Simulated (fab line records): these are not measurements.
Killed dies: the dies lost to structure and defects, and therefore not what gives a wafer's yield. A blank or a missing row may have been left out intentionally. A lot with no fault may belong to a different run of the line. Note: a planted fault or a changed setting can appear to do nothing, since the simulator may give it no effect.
Matching of chambers :: flow sky130 :: cmp-02 running SKY_VIA1_CMP_24: 4 sister chambers
The step polishes, stops on SiO2, t overpolish 15 s, target thk 0 nm. 4 wafers are shown with their chamber, then 9 later ones without.

WAFERS, EACH WITH ITS CHAMBER
wafer: L260.1
chamber: 0
motor-current-A (A): 10.7

wafer: L260.6
chamber: 1
motor-current-A (A): 10.9

wafer: L263.4
chamber: 3
motor-current-A (A): 10.9

wafer: L263.5
chamber: 2
motor-current-A (A): 12.2

WAFERS MISSING THEIR CHAMBER
wafer: L264.2
motor-current-A (A): 11.3

wafer: L264.5
motor-current-A (A): 10.8

wafer: L264.6
motor-current-A (A): 12.9

wafer: L265.1
motor-current-A (A): 11.5

wafer: L265.2
motor-current-A (A): 10.8

wafer: L265.6
motor-current-A (A): 11.0

wafer: L267.2
motor-current-A (A): 11.0

wafer: L267.5
motor-current-A (A): 12.5

wafer: L267.6
motor-current-A (A): 10.7

WHICH CHAMBER EACH ONE RAN IN
wafer: L264.2
from the rows above: can't be placed: 1 or 3 or 0 or 2
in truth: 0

wafer: L264.5
from the rows above: can't be placed: 1 or 3 or 0
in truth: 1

wafer: L264.6
from the rows above: 2
in truth: 2

wafer: L265.1
from the rows above: can't be placed: 1 or 3 or 2 or 0
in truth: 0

wafer: L265.2
from the rows above: can't be placed: 1 or 3 or 0
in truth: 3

wafer: L265.6
from the rows above: can't be placed: 1 or 3 or 0
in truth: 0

wafer: L267.2
from the rows above: can't be placed: 1 or 3 or 0
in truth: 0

wafer: L267.5
from the rows above: 2
in truth: 2

wafer: L267.6
from the rows above: can't be placed: 0 or 1 or 3
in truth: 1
Placed correctly: 2 of 9. From these rows, 7 cannot be placed; in 7 the true chamber is one of the candidates. Wrongly placed: 0.
How it was worked out, from the rows above alone: a wafer's distance from a chamber is the root of the sum, over the readings, of the square of ((its reading less the chamber's mean) divided by the reading's scatter). If the next closest chamber is less than 2 further off than the closest, the wafer can't be placed; otherwise it belongs to the closest. The mean given for a chamber averages the wafers shown for that chamber. The scatter: root of mean squared gap, hidden wafer to nearest shown wafer, with one shown wafer a chamber.
